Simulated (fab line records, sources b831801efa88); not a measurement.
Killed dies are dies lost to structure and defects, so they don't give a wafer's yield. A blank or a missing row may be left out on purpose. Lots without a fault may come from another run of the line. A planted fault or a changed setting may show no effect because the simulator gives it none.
fab line records | flow sky130
record lots=12 wafers=36 last_day=50
route steps=708 shown VIA1@481 METAL2@486 VIA2@510 PAD_OPEN@708
lots that met no fault: from a run of the same line without faults
start_h: hours from the record's first day to the start of the lot's first wafer shown | wait_h: hours since the lot's step before | " the same as in the row above | L1.1+2: a row that stands for several wafers | - no value, or no start given | * or withheld: withheld | < > ~ a bound
route shown NAME@n: a module of which the file shows steps, and the number in the route of the first | usual: mean/standard deviation of fault-free wafers | same: alike in all rows | chamber/n: place in a boat | sites: the reading at each site | _std_site: their standard deviation | _edge_site: outer sites' mean less inner sites' | radius_mm: how far each site lies from the wafer's centre | mask NAME#n: copy n | behind: the tool/chamber that last shaped the wafer | hold: why the lot was held/for how many hours/how that ended | device: the transistor (n, p or np) that didn't switch | end of line: the same wafers' tests at the end of the route | a step without rows: its recipe alone | killed: dies lost to structure and defects at the first sort, not the wafer's yield | map: a wafer's dies, x killed, . not, _ none there
set.NAME: the setting as run; set.NAME@STEP: as run at that earlier step | model.NAME: the simulator's own value behind a step, which no gauge read
steps of the route over a sample of lots; a table a step, a row a wafer
services: from which hour (start_h, from the record's first day; less than 0 if before it) a tool's chamber was out of use, for how many hours, and why
## steps
# step SKY_VIA1_THK_MEAS_23
# recipe thk_meas_gauge=xrf reads=W_of_VIA1_CVD_21
# usual VIA1_W_THK=266/3.4
# columns lot.wafer tool chamber start_h wait_h VIA1_W_THK[nm]
L555.3 film_metro-01 - 808.49 0.1 264
L555.4 " - " " 266
L555.6 " - " " 265
L556.1 film_metro-03 - 817.81 0.1 266
L556.3 " - " " 263
L556.5 " - " " 264
L559.2 film_metro-03 - 826.60 0.1 268
L559.4 " - " " 267
L559.6 " - " " 268
L561.3 film_metro-01 - 852.77 0.1 264
L561.4 " - " " 258
L561.6 " - " " 261
L563.2 film_metro-03 - 853.10 0.1 263
L563.5 " - " " 266
L563.6 " - " " 264
L566.1 film_metro-04 - 881.87 0.1 269
L566.2 " - " " 265
L566.3 " - " " 271
L568.3 film_metro-03 - 889.14 0.1 267
L568.4 " - " " 262
L568.6 " - " " 260
L569.2 film_metro-04 - 895.41 0.1 267
L569.3 " - " " 269
L569.5 " - " " 266
L570.2 film_metro-03 - 900.84 0.1 271
L570.3 " - " " 263
L570.4 " - " " 268
L573.2 film_metro-03 - 928.98 0.1 270
L573.5 " - " " 272
L573.6 " - " " 273
L574.2 film_metro-04 - 929.71 0.1 272
L574.3 " - " " 266
L574.6 " - " " 267
L578.1 film_metro-01 - 956.06 0.1 265
L578.3 " - " " 271
L578.6 " - " " 269
# step SKY_METAL2_SPUTTER_03
# recipe material=Ti target_thk_nm=5 power_w=3000 time_s=3.3 chamber_pressure_pa=0.4
# usual chamber_pressure_pa=0.4000/0.0007 throttle_valve_pct=30.1/1.2
# columns lot.wafer tool chamber start_h wait_h chamber_pressure_pa throttle_valve_pct
L555.3 pvd_sputter-04 - 808.90 0.0 0.3989 30.1
L555.4 " - " " 0.4011 30.7
L555.6 " - " " 0.4006 29.3
L556.1 pvd_sputter-04 - 818.24 0.0 0.4007 29.7
L556.3 " - " " 0.3998 30.6
L556.5 " - " " 0.4010 29.3
L559.2 pvd_sputter-01 - 827.09 0.0 0.3985 31.9
L559.4 " - " " 0.4007 29.7
L559.6 " - " " 0.4000 30.2
L561.3 pvd_sputter-03 - 853.19 0.0 0.4006 28.9
L561.4 " - " " 0.3997 31.8
L561.6 " - " " 0.4002 32.1
L563.2 pvd_sputter-01 - 853.52 0.0 0.4002 28.5
L563.5 " - " " 0.3988 32.2
L563.6 " - " " 0.3999 29.3
L566.1 pvd_sputter-04 - 882.30 0.0 0.3992 29.4
L566.2 " - " " 0.4005 29.9
L566.3 " - " " 0.3983 30.8
L568.3 pvd_sputter-03 - 889.55 0.0 0.3995 28.7
L568.4 " - " " 0.3991 31.8
L568.6 " - " " 0.4006 29.2
L569.2 pvd_sputter-04 - 895.83 0.0 0.3999 30.7
L569.3 " - " " 0.4003 29.8
L569.5 " - " " 0.4007 28.9
L570.2 pvd_sputter-01 - 901.26 0.0 0.4000 30.2
L570.3 " - " " 0.3994 31.9
L570.4 " - " " 0.4006 29.3
L573.2 pvd_sputter-04 - 929.40 0.0 0.3998 30.9
L573.5 " - " " 0.3993 29.3
L573.6 " - " " 0.4002 29.8
L574.2 pvd_sputter-03 - 930.30 0.0 0.4013 31.4
L574.3 " - " " 0.3995 28.8
L574.6 " - " " 0.3996 28.9
L578.1 pvd_sputter-03 - 956.49 0.0 0.3992 31.1
L578.3 " - " " 0.4001 28.9
L578.6 " - " " 0.3993 28.9
# step SKY_METAL2_EXPOSE_12
# recipe mask_id=MM2 na=0.8 source_shape=annular sigma_inner=0.55 sigma_outer=0.85 target_cd_nm=140 dose_mj=28
# usual focus_offset_nm=-0.1/0.53
# columns lot.wafer tool chamber start_h wait_h mask focus_offset_nm
L555.3 krf_scanner-02 0 822.97 - MM2#0 0.1
L555.4 " 0 " " MM2#0 0.6
L555.6 " 0 " " MM2#0 0.8
L556.1 krf_scanner-02 0 831.18 - MM2#0 -1.3
L556.3 " 0 " " MM2#0 -0.1
L556.5 " 0 " " MM2#0 -0.7
L559.2 krf_scanner-02 0 840.37 - MM2#0 0.9
L559.4 " 0 " " MM2#0 0.8
L559.6 " 0 " " MM2#0 0.1
L561.3 krf_scanner-01 0 865.83 - MM2#0 -1.0
L561.4 " 0 " " MM2#0 -0.2
L561.6 " 0 " " MM2#0 -0.6
L563.2 krf_scanner-01 0 866.00 - MM2#0 -0.8
L563.5 " 0 " " MM2#0 -0.1
L563.6 " 0 " " MM2#0 0.8
L566.1 krf_scanner-02 0 895.17 - MM2#0 0.3
L566.2 " 0 " " MM2#0 -0.4
L566.3 " 0 " " MM2#0 -0.7
L568.3 krf_scanner-02 0 902.39 - MM2#0 -0.7
L568.4 " 0 " " MM2#0 -0.1
L568.6 " 0 " " MM2#0 -0.1
L569.2 krf_scanner-01 0 908.32 - MM2#0 -0.5
L569.3 " 0 " " MM2#0 -1.2
L569.5 " 0 " " MM2#0 -0.2
L570.2 krf_scanner-01 0 914.00 - MM2#0 1.4
L570.3 " 0 " " MM2#0 0.6
L570.4 " 0 " " MM2#0 0.3
L573.2 krf_scanner-02 0 941.68 - MM2#0 -0.4
L573.5 " 0 " " MM2#0 -1.0
L573.6 " 0 " " MM2#0 0.0
L574.2 krf_scanner-02 0 942.76 - MM2#0 -1.3
L574.3 " 0 " " MM2#0 -0.5
L574.6 " 0 " " MM2#0 0.0
L578.1 krf_scanner-01 0 969.18 - MM2#0 0.0
L578.3 " 0 " " MM2#0 -0.1
L578.6 " 0 " " MM2#0 -0.6
# step SKY_METAL2_OVL_MEAS_16
# usual METAL2_OVL=0/5.8
# columns lot.wafer tool chamber start_h wait_h METAL2_OVL[nm]
L555.3 overlay-01 - 835.51 0.1 8
L555.4 " - " " 6
L555.6 " - " " 4
L556.1 overlay-02 - 845.23 0.1 9
L556.3 " - " " 19
L556.5 " - " " 16
L559.2 overlay-02 - 853.66 0.1 2
L559.4 " - " " -5
L559.6 " - " " -1
L561.3 overlay-02 - 878.53 0.1 2
L561.4 " - " " 7
L561.6 " - " " 2
L563.2 overlay-02 - 878.76 0.1 -9
L563.5 " - " " -4
L563.6 " - " " -7
L566.1 overlay-02 - 907.50 0.1 0
L566.2 " - " " -1
L566.3 " - " " 0
L568.3 overlay-02 - 914.46 0.1 2
L568.4 " - " " 0
L568.6 " - " " 0
L569.2 overlay-01 - 920.47 0.1 -3
L569.3 " - " " 1
L569.5 " - " " 1
L570.2 overlay-02 - 926.23 0.1 11
L570.3 " - " " 8
L570.4 " - " " 6
L573.2 overlay-01 - 953.43 0.1 45
L573.5 " - " " 41
L573.6 " - " " 41
L574.2 overlay-01 - 954.72 0.1 33
L574.3 " - " " 35
L574.6 " - " " 34
L578.1 overlay-02 - 981.18 0.1 1
L578.3 " - " " 2
L578.6 " - " " 2
# step SKY_VIA2_BOW_MEAS_03
# recipe mode=bow
# usual VIA2_BOW=86/8.1
# columns lot.wafer tool chamber start_h wait_h VIA2_BOW[um]
L555.3 film_metro-04 - 836.86 0.2 83
L555.4 " - " " 96
L555.6 " - " " 89
L556.1 film_metro-02 - 846.53 0.2 82
L556.3 " - " " 85
L556.5 " - " " 82
L559.2 film_metro-02 - 855.01 0.2 81
L559.4 " - " " 88
L559.6 " - " " 91
L561.3 film_metro-02 - 879.85 0.2 84
L561.4 " - " " 75
L561.6 " - " " 96
L563.2 film_metro-02 - 880.13 0.3 66
L563.5 " - " " 82
L563.6 " - " " 80
L566.1 film_metro-02 - 908.89 0.2 81
L566.2 " - " " 95
L566.3 " - " " 87
L568.3 film_metro-02 - 916.19 0.2 82
L568.4 " - " " 88
L568.6 " - " " 93
L569.2 film_metro-02 - 921.79 0.2 92
L569.3 " - " " 98
L569.5 " - " " 80
L570.2 film_metro-02 - 927.84 0.2 80
L570.3 " - " " 95
L570.4 " - " " 76
L573.2 film_metro-01 - 954.75 0.2 86
L573.5 " - " " 87
L573.6 " - " " 93
L574.2 film_metro-02 - 956.03 0.3 81
L574.3 " - " " 86
L574.6 " - " " 84
L578.1 film_metro-04 - 982.55 0.2 98
L578.3 " - " " 98
L578.6 " - " " 90
# step SKY_PAD_OPEN_PROBE_99
# usual defect_limited_yield=82.4/2 killed_at_M0_to_M3=42/6.8 killed_at_M4_up=3.4/1.8 killed_at_contacts=25/5.7 killed_at_front_end=16/4.8 killed_at_other=0.2/0.39 killed_dies=87/9.6 killed_open=47/6.9 killed_short=40/6.3 sort_bin_3_pad_short=0.9/0.45 sort_bin_5_function=10.4/1.5 sort_bin_6_memory=6.3/1.1 sort_n_pass=405/9.6 sort_yield_pct=82.4/2
# same gross_dies=492 killed_at_back_side=0 sort_bin_4_leakage[%]=0 sort_bin_8_speed[%]=0
# columns lot.wafer tool chamber start_h wait_h defect_limited_yield[%] killed_at_M0_to_M3 killed_at_M4_up killed_at_contacts killed_at_front_end killed_at_other killed_dies killed_open killed_short sort_bin_3_pad_short[%] sort_bin_5_function[%] sort_bin_6_memory[%] sort_n_pass sort_yield_pct[%]
L555.3 prober-01 - 1091.01 0.2 81.1 46 4 32 11 0 93 51 42 0.8 12.8 5.3 399 81.1
L555.4 prober-01 - 1091.06 0.2 81.7 48 4 26 11 1 90 49 41 0.4 11.4 6.5 402 81.7
L555.6 prober-01 - 1091.16 0.2 80.3 46 5 29 17 0 97 55 42 1.4 10.8 7.5 395 80.3
L556.1 prober-01 - 1095.68 0.1 79.1 51 3 32 17 0 103 54 49 1.0 13.2 6.7 389 79.1
L556.3 prober-01 - 1095.78 0.2 83.5 45 2 20 14 0 81 51 30 1.0 10.2 5.3 411 83.5
L556.5 prober-01 - 1095.88 0.2 84.8 39 5 15 16 0 75 41 34 1.0 7.7 6.5 417 84.8
L563.2 prober-01 - 1122.64 0.1 85.8 32 3 15 20 0 70 34 36 1.4 8.3 4.5 422 85.8
L563.5 prober-01 - 1122.79 0.2 81.5 44 4 29 14 0 91 50 41 1.6 12.4 4.5 401 81.5
L563.6 prober-01 - 1122.84 0.2 83.7 43 3 13 21 0 80 32 48 0.6 9.3 6.3 412 83.7
L569.2 prober-01 - 1154.76 0.1 83.9 40 1 22 16 0 79 51 28 0.2 10.2 5.7 413 83.9
L569.3 prober-01 - 1154.81 0.2 86.0 36 1 19 13 0 69 38 31 1.0 7.5 5.5 423 86.0
L569.5 prober-01 - 1154.91 0.2 84.3 38 8 24 7 0 77 47 30 1.4 8.9 5.3 415 84.3
L570.2 prober-02 - 1159.68 0.1 83.5 37 3 20 20 1 81 45 36 0.4 9.3 6.7 411 83.5
L570.3 prober-02 - 1159.73 0.2 83.5 41 5 14 20 1 81 37 43 0.4 8.7 7.3 411 83.5
L570.4 prober-02 - 1159.78 0.2 83.7 37 1 19 23 0 80 39 41 0.8 10.6 4.9 412 83.7
L573.2 prober-01 - 1176.94 0.1 85.2 32 0 24 17 0 73 44 29 0.6 8.1 6.1 419 85.2
L573.5 prober-01 - 1177.09 0.2 85.6 42 0 18 11 0 71 39 32 0.4 6.5 7.5 421 85.6
L573.6 prober-01 - 1177.14 0.2 82.9 32 5 23 23 1 84 44 40 0.6 10.6 5.9 408 82.9
L574.2 prober-02 - 1179.06 0.1 83.5 45 2 22 11 1 81 47 34 0.2 11.0 5.3 411 83.5
L574.3 prober-02 - 1179.11 0.2 81.5 46 4 31 10 0 91 42 49 1.2 10.6 6.7 401 81.5
L574.6 prober-02 - 1179.26 0.2 82.1 39 5 34 10 0 88 47 41 0.6 11.4 5.9 404 82.1
# killed by level:class
L555.3 VIA1:geometric_particle:open=14 CONTACT:geometric_particle:open=12 LI_CONTACT:geometric_particle:open=7 METAL1:geometric_particle:short=7 LOCAL_INTERCONNECT:geometric_particle:short=6 VIA1:geometric_particle:short=6 VIA3:geometric_particle:open=6 LI_CONTACT:geometric_particle:short=5
L555.4 CONTACT:geometric_particle:open=10 LI_CONTACT:geometric_particle:open=9 VIA1:geometric_particle:open=9 METAL1:geometric_particle:short=7 VIA1:geometric_particle:short=6 METAL2:geometric_particle:short=6 VIA2:geometric_particle:short=5 VIA3:geometric_particle:open=5
L555.6 VIA1:geometric_particle:open=19 CONTACT:geometric_particle:open=13 VIA1:geometric_particle:short=8 FIELD_ISO:geometric_particle:open=5 POLY_GATE:geometric_particle:short=5 LI_CONTACT:geometric_particle:open=5 CONTACT:geometric_particle:short=5 FIELD_ISO:geometric_particle:short=3
L556.1 VIA1:geometric_particle:open=10 METAL2:geometric_particle:short=9 LI_CONTACT:geometric_particle:open=9 CONTACT:geometric_particle:open=8 LOCAL_INTERCONNECT:geometric_particle:short=6 METAL1:geometric_particle:short=5 FIELD_ISO:geometric_particle:open=5 VIA3:geometric_particle:open=5
L556.3 VIA1:geometric_particle:open=9 VIA3:geometric_particle:open=8 VIA2:geometric_particle:open=7 CONTACT:geometric_particle:open=7 FIELD_ISO:geometric_particle:open=6 LI_CONTACT:geometric_particle:open=6 METAL3:geometric_particle:short=5 LOCAL_INTERCONNECT:geometric_particle:short=4
L556.5 VIA1:geometric_particle:open=9 FIELD_ISO:geometric_particle:short=5 CONTACT:geometric_particle:open=5 VIA2:geometric_particle:open=5 VIA3:geometric_particle:open=5 POLY_GATE:geometric_particle:short=4 LI_CONTACT:geometric_particle:open=4 CONTACT:geometric_particle:short=4
L563.2 METAL2:geometric_particle:short=8 CONTACT:geometric_particle:open=7 POLY_GATE:geometric_particle:short=5 POLY_GATE:geometric_particle:open=5 VIA1:geometric_particle:short=5 CONTACT:geometric_particle:short=4 VIA1:geometric_particle:open=4 FIELD_ISO:geometric_particle:open=3
L563.5 VIA1:geometric_particle:open=14 CONTACT:geometric_particle:open=11 CONTACT:geometric_particle:short=8 METAL1:geometric_particle:short=8 FIELD_ISO:geometric_particle:open=5 POLY_GATE:geometric_particle:open=4 LI_CONTACT:geometric_particle:open=4 VIA1:geometric_particle:short=4
L563.6 VIA1:geometric_particle:open=12 METAL1:geometric_particle:short=10 POLY_GATE:geometric_particle:short=8 POLY_GATE:geometric_particle:open=8 VIA1:geometric_particle:short=6 CONTACT:geometric_particle:open=4 CONTACT:geometric_particle:short=4 METAL2:geometric_particle:short=4
L569.2 VIA1:geometric_particle:open=12 LI_CONTACT:geometric_particle:open=8 CONTACT:geometric_particle:open=8 VIA3:geometric_particle:open=6 VIA2:geometric_particle:open=5 SPACER:geometric_particle:open=4 VIA1:geometric_particle:short=4 FIELD_ISO:geometric_particle:short=3
L569.3 VIA3:geometric_particle:open=10 CONTACT:geometric_particle:open=8 LI_CONTACT:geometric_particle:open=5 METAL2:geometric_particle:short=5 CONTACT:geometric_particle:short=4 VIA2:geometric_particle:open=4 FIELD_ISO:geometric_particle:short=3 POLY_GATE:geometric_particle:short=3
L569.5 CONTACT:geometric_particle:open=12 VIA3:geometric_particle:open=10 METAL4:geometric_particle:short=7 VIA1:geometric_particle:open=6 VIA2:geometric_particle:open=5 METAL2:geometric_particle:short=5 CONTACT:geometric_particle:short=4 LI_CONTACT:geometric_particle:open=3
L570.2 VIA1:geometric_particle:open=10 LI_CONTACT:geometric_particle:open=8 VIA1:geometric_particle:short=6 VIA2:geometric_particle:open=6 FIELD_ISO:geometric_particle:short=5 LI_CONTACT:geometric_particle:short=4 CONTACT:geometric_particle:open=4 METAL2:geometric_particle:short=4
L570.3 VIA3:geometric_particle:open=11 POLY_GATE:geometric_particle:short=7 VIA1:geometric_particle:short=6 METAL1:geometric_particle:short=5 METAL2:geometric_particle:short=5 FIELD_ISO:geometric_particle:short=4 LI_CONTACT:geometric_particle:open=4 METAL1:geometric_particle:open=4
L570.4 VIA1:geometric_particle:open=8 POLY_GATE:geometric_particle:open=7 LI_CONTACT:geometric_particle:open=7 POLY_GATE:geometric_particle:short=6 LOCAL_INTERCONNECT:geometric_particle:short=5 VIA1:geometric_particle:short=4 SPACER:geometric_particle:short=4 METAL1:geometric_particle:short=4
L573.2 CONTACT:geometric_particle:open=9 VIA2:geometric_particle:open=9 LI_CONTACT:geometric_particle:open=7 VIA3:geometric_particle:short=5 FIELD_ISO:geometric_particle:open=4 FIELD_ISO:geometric_particle:short=4 POLY_GATE:geometric_particle:open=4 METAL1:geometric_particle:short=4
L573.5 VIA1:geometric_particle:open=13 CONTACT:geometric_particle:open=8 VIA1:geometric_particle:short=6 VIA3:geometric_particle:open=6 POLY_GATE:geometric_particle:short=4 METAL3:geometric_particle:short=4 LOCAL_INTERCONNECT:geometric_particle:short=4 VIA2:geometric_particle:open=4
L573.6 CONTACT:geometric_particle:open=10 VIA1:geometric_particle:open=8 LI_CONTACT:geometric_particle:open=7 SPACER:geometric_particle:short=6 FIELD_ISO:geometric_particle:short=5 METAL4:geometric_particle:short=5 FIELD_ISO:geometric_particle:open=4 POLY_GATE:geometric_particle:short=4
L574.2 VIA2:geometric_particle:open=10 VIA3:geometric_particle:open=9 CONTACT:geometric_particle:open=8 CONTACT:geometric_particle:short=6 VIA1:geometric_particle:open=6 POLY_GATE:geometric_particle:short=5 VIA1:geometric_particle:short=5 LI_CONTACT:geometric_particle:open=4
L574.3 CONTACT:geometric_particle:open=13 VIA1:geometric_particle:open=8 VIA2:geometric_particle:short=7 LOCAL_INTERCONNECT:geometric_particle:short=6 METAL2:geometric_particle:open=6 CONTACT:geometric_particle:short=6 VIA2:geometric_particle:open=6 METAL1:geometric_particle:short=5
L574.6 VIA1:geometric_particle:open=11 CONTACT:geometric_particle:open=10 CONTACT:geometric_particle:short=7 LI_CONTACT:geometric_particle:open=6 METAL1:geometric_particle:short=6 VIA2:geometric_particle:open=6 LOCAL_INTERCONNECT:geometric_particle:short=5 VIA1:geometric_particle:short=5
## services
# columns tool chamber start_h hours kind
krf_scanner-02 - 791.28 0.3 repair
pvd_sputter-01 - 809.19 6.6 repair
krf_scanner-02 - 819.54 2.4 repair
krf_scanner-02 - 821.93 1.0 pm
krf_scanner-02 - 824.91 4.4 pm
pvd_sputter-01 3 832.59 - consumable_replace:kit
krf_scanner-01 - 841.84 4.0 pm
krf_scanner-01 - 845.86 0.8 pm
krf_scanner-01 - 859.28 0.8 pm
krf_scanner-01 - 867.68 1.0 pm
krf_scanner-01 - 870.42 1.3 pm
pvd_sputter-03 0 872.01 - consumable_replace:kit
pvd_sputter-03 0 872.01 18.0 scheduled_down
pvd_sputter-03 0 872.01 18.0 vent_cycle
pvd_sputter-04 - 879.10 2.1 repair
krf_scanner-02 - 879.87 0.8 pm
pvd_sputter-04 3 883.22 - consumable_replace:kit
pvd_sputter-04 3 883.22 18.0 scheduled_down
pvd_sputter-04 3 883.22 18.0 vent_cycle
krf_scanner-02 - 905.71 4.0 pm
pvd_sputter-01 - 924.37 6.0 repair
krf_scanner-02 - 928.78 1.3 pm
krf_scanner-02 - 933.87 0.8 pm
pvd_sputter-01 - 941.47 0.8 repair
## key
first_sign step=SKY_METAL2_OVL_MEAS_16 reading=METAL2_OVL direction=up sigmas=6.7 usual=0 struck=38
effect none on later readings
met_at SKY_METAL2_EXPOSE_12
struck_lots L573,L574
not_acting_at SKY_VIA1_THK_MEAS_23,SKY_METAL2_SPUTTER_03,SKY_VIA2_BOW_MEAS_03
onset_between 902.39 941.68
fault kind=scanner_matching_overlay tool=krf_scanner-02 chamber=- onset_h=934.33 steps=SKY_METAL2_EXPOSE_12 offset=42.372
